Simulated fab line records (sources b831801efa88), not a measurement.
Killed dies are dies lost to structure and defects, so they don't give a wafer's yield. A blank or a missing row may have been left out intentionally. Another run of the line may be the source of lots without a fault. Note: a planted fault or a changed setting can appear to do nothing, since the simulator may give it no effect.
2 desks, one fault ; flow gf180mcu ; what lay behind the numbers comes last; until then each desk has only its own

== AT THE METROLOGY DESK ==
Lot by lot, what the gauges showed, no matter which tool ran the lot: averages of those sampled wafers that carry a number. The brackets show how far a lot's mean lies from the usual mean; more than 4 standard deviations puts the lot out of limits, marked OUT.
Columns: A = cd nm at GF_TOP_METAL_CD_MEAS_14, usual 439.9 nm
lot;first seen here;A
L380;day 29 05:12;438.6
L381;day 29 09:13;438.2
L382;day 29 10:05;442.1
L384;day 30 02:55;441.8
L387;day 30 13:41;443.3
L388;day 30 19:42;437.0
L390;day 31 08:30;440.5
L394;day 32 10:49;439.7
L397;day 33 03:11;442.7
L398;day 33 06:47;439.4
L400;day 33 15:12;441.5
L402;day 34 01:24;440.6
This desk's verdict: no lot among the 12 shows anything out of limits.

== TOOL OWNER'S DESK, rie diel-04 ==
The tool's own readings at GF_PASSIVATION_ETCH_11 (etches the open film in CF4/O2, stops on TiN, target depth 1800 nm, time 400 s): means of the sampled wafers that have a number, for each lot that ran on this tool. The brackets show how far a lot's mean lies from the usual mean; more than 4 standard deviations puts the lot out of limits, marked OUT.
Columns: A = bias w at GF_PASSIVATION_ETCH_11, usual 150.0 W; B = drypump motor current A at GF_PASSIVATION_ETCH_11, usual 5.5 A; C = oes product au at GF_PASSIVATION_ETCH_11, usual 0.961 a.u.; D = throttle valve pct at GF_PASSIVATION_ETCH_11, usual 5.959 %
lot;first seen here;A;B;C;D
L382;day 30 05:59;149.6;5.3;0.961;5.969
L387;day 31 08:32;150.5;5.5;0.960;5.960
L388;day 31 14:41;149.9;5.5;0.966;5.962
L390;day 32 03:20;150.1;5.3;0.962;5.963
L394;day 33 03:47;150.1;5.5;0.957;5.958
L398;day 33 23:14;160.4 (+25) OUT;5.3;0.953;5.950
L400;day 34 06:59;160.1 (+24) OUT;5.4;0.961;5.961
This desk's finding: out of limits on L398, L400; first on L398, day 33 23:14 (bias w at GF_PASSIVATION_ETCH_11). L382, L387, L388, L390, L394 stayed within limits.

== ALL TOGETHER ==
The tool owner's desk could have raised an alarm at day 33 23:14, on L398, L400.
Metrology desk: nothing out of limits seen.
The metrology desk has L398, L400 on record, within its limits.
All the named lots went through GF_PASSIVATION_ETCH_11 on rie diel-04.

== WHAT WAS PUT IN BY THE SIMULATOR ==
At GF_PASSIVATION_ETCH_11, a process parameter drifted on rie diel-04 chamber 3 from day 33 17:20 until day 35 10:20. Setting bias w, moved by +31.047, from 150. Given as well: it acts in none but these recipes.
Shown lots that were struck: L398, L400.
How many hours passed from the start of the fault until each desk's first out-of-limits reading: the tool owner's desk, 6.
